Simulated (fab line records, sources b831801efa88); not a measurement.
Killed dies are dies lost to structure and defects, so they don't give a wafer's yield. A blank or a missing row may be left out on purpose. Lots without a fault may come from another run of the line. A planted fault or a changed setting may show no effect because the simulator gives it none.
A struck lot beside a sound one | flow sky130 | 43 steps out of a route of 708
Sound: wafers L533.1, L533.2, L533.6. Struck: wafers L546.2, L546.3, L546.5. The cause comes at the end.
At each step with rows: each side's tool, then ch and its chambers, then its first start. Under that, the readings that differ: sound wafers | struck wafers | difference of the means | sigmas: that difference in standard deviations of wafers without a fault.
alike: readings whose means differ by less than 2 such deviations, and words and numbers that are the same on both sides. not compared: withheld readings, readings that some wafer has no value for, bounds like >300 that may hide the same value, and numbers for which the record gives no deviation and whose values overlap.
The two part at a step that has a row with sigmas, a row that says differs or no value, or rows on one side only. Numbers that don't overlap but have no deviation are shown without sigmas and don't part them. A reading that every wafer of one side lacks parts them only if that side has two wafers or more.

first, 7 steps without rows for these wafers: SKY_LI_CONTACT_HMDS_05 (prime time 60 s); SKY_LI_CONTACT_COAT_06 (resist thk 60 nm); SKY_LI_CONTACT_COAT_07 (resist thk 450 nm); SKY_LI_CONTACT_SOFTBAKE_08 (time 90 s); SKY_LI_CONTACT_EXPOSE_09 (exposes mask LICM1, target cd 170 nm); SKY_LI_CONTACT_PEB_10; SKY_LI_CONTACT_DEVELOP_11 (develop time 60 s).
SKY_LI_CONTACT_CD_MEAS_12: target cd 170 nm.
  sound on cd_sem-02, day 30 17:55; struck on cd_sem-01, day 34 15:06
  alike: cd_nm
SKY_LI_CONTACT_OVL_MEAS_13:
  sound on overlay-02, day 30 18:02; struck on overlay-01, day 34 15:13
  alike: LI_CONTACT_OVL
then, 1 step without rows for these wafers: SKY_LI_CONTACT_ETCH_14 (etches BARC in N2/H2, stops on SiO2, time 44.54 s, target depth 60 nm).
SKY_LI_CONTACT_ETCH_15: etches PSG in C4F8/O2/Ar, stops on Si, target depth 600 nm.
  sound on rie_diel-04 ch 0,1, day 30 18:07; struck on rie_diel-04 ch 0,1,2, day 34 15:17
  alike: oes_product_au
then, 1 step without rows for these wafers: SKY_LI_CONTACT_STRIP_16 (strips in O2/N2).
SKY_LI_CONTACT_CLEAN_17: cleans in NMP, time 600 s.
  sound on wet_bench-01 ch 3, day 30 18:17; struck on wet_bench-03 ch 1, day 34 15:28
then, 2 steps without rows for these wafers: SKY_LI_CONTACT_PRE_CLEAN_18 (time 5.6 s); SKY_LI_CONTACT_SPUTTER_19 (material Ti, target thk 20 nm, time 106.37 s).
SKY_LI_CONTACT_SPUTTER_20: material TiN, target thk 20 nm, time 80 s.
  sound on pvd_sputter-02, day 30 18:34; struck on pvd_sputter-02, day 34 15:44
  alike: throttle_valve_pct
then, 1 step without rows for these wafers: SKY_LI_CONTACT_CVD_21 (deposits W, target thk 400 nm, time 120.56 s).
SKY_LI_CONTACT_RS_MEAS_22: measures by four-point-probe.
  sound on film_metro-01, day 30 18:45; struck on film_metro-02, day 34 15:56
  reading                  | sound             | struck            | difference | sigmas
  LI_CONTACT_W_RS (ohm/sq) | 0.284 0.278 0.286 | 0.293 0.291 0.291 | +0.009     | +3
SKY_LI_CONTACT_THK_MEAS_23: measures by xrf.
  sound on film_metro-01, day 30 18:52; struck on film_metro-02, day 34 16:03
  reading               | sound       | struck      | difference | sigmas
  LI_CONTACT_W_THK (nm) | 386 394 381 | 373 378 380 | -10        | -2
SKY_LI_CONTACT_CMP_24: polishes, stops on PSG, t overpolish 20 s, target thk 0 nm.
  sound on cmp-02 ch 1,3, day 30 18:59; struck on cmp-01 ch 0,2, day 34 16:06
  alike: edge_zone_pressure_frac, motor_current_A, overpolish_run_s, slurry_filter_dp_kPa, time_to_endpoint_s
SKY_LOCAL_INTERCONNECT_SPUTTER_00: material TiN, target thk 100 nm, time 83.3 s.
  sound on pvd_sputter-04, day 30 19:14; struck on pvd_sputter-01, day 34 16:24
  alike: substrate_temp_c, throttle_valve_pct
SKY_LOCAL_INTERCONNECT_RS_MEAS_01: measures by four-point-probe.
  sound on film_metro-01, day 30 19:17; struck on film_metro-04, day 34 16:29
  alike: LOCAL_INTERCONNECT_TIN_RS
SKY_LOCAL_INTERCONNECT_THK_MEAS_02: measures by xrf.
  sound on film_metro-01, day 30 19:25; struck on film_metro-04, day 34 16:35
  alike: LOCAL_INTERCONNECT_TIN_THK
then, 8 steps without rows for these wafers: SKY_LOCAL_INTERCONNECT_DEHYDRATE_03 (time 60 s); SKY_LOCAL_INTERCONNECT_HMDS_04 (prime time 60 s); SKY_LOCAL_INTERCONNECT_COAT_05 (resist thk 60 nm); SKY_LOCAL_INTERCONNECT_COAT_06 (resist thk 450 nm); SKY_LOCAL_INTERCONNECT_SOFTBAKE_07 (time 90 s); SKY_LOCAL_INTERCONNECT_EXPOSE_08 (exposes mask LI1M, target cd 170 nm); SKY_LOCAL_INTERCONNECT_PEB_09; SKY_LOCAL_INTERCONNECT_DEVELOP_10 (develop time 60 s).
SKY_LOCAL_INTERCONNECT_CD_MEAS_11: target cd 170 nm.
  sound on cd_sem-01, day 31 22:38; struck on cd_sem-02, day 35 19:27
  alike: cd_nm
SKY_LOCAL_INTERCONNECT_OVL_MEAS_12:
  sound on overlay-02, day 31 22:45; struck on overlay-02, day 35 19:34
  alike: LOCAL_INTERCONNECT_OVL
then, 6 steps without rows for these wafers: SKY_LOCAL_INTERCONNECT_ETCH_13 (etches BARC in N2/H2, stops on SiO2, time 45.9 s, target depth 60 nm); SKY_LOCAL_INTERCONNECT_METAL_ETCH_14 (etches TiN in Cl2/BCl3, stops on PSG, target depth 110 nm, time 31.4 s); SKY_LOCAL_INTERCONNECT_STRIP_15 (strips in O2/N2); SKY_LOCAL_INTERCONNECT_STRIP_16 (strips in post etch residue remover, time 1200 s); SKY_LOCAL_INTERCONNECT_CLEAN_17 (cleans in IPA, time 180 s); SKY_LOCAL_INTERCONNECT_CLEAN_18 (cleans in O3/DIW).
SKY_CONTACT_CVD_00: deposits Si3N4, target thk 75 nm.
  sound on pecvd-01 ch 0,1,2, day 31 23:33; struck on pecvd-01 ch 1,2, day 35 20:17
  alike: heater_power_w
SKY_CONTACT_THK_MEAS_01:
  sound on film_metro-01, day 31 23:35; struck on film_metro-01, day 35 20:20
  alike: CONTACT_CVD_00_THK
then, 1 step without rows for these wafers: SKY_CONTACT_HDPCVD_02 (deposits SiO2, target thk 565 nm, time 94.2 s).
-- the record jumps here: 14 days lie between the struck wafers' starts before and after (it left off in module CONTACT and takes up again in module PAD_OPEN, whose first step shown is number 708 of the route) --
SKY_PAD_OPEN_PROBE_99:
  the record has rows for the struck wafers here (prober-02, day 49 20:00) and none for the sound ones

WHERE THEY PART
First at SKY_LI_CONTACT_RS_MEAS_22; last, within this record, at SKY_PAD_OPEN_PROBE_99.

WHY: what the simulator had put in
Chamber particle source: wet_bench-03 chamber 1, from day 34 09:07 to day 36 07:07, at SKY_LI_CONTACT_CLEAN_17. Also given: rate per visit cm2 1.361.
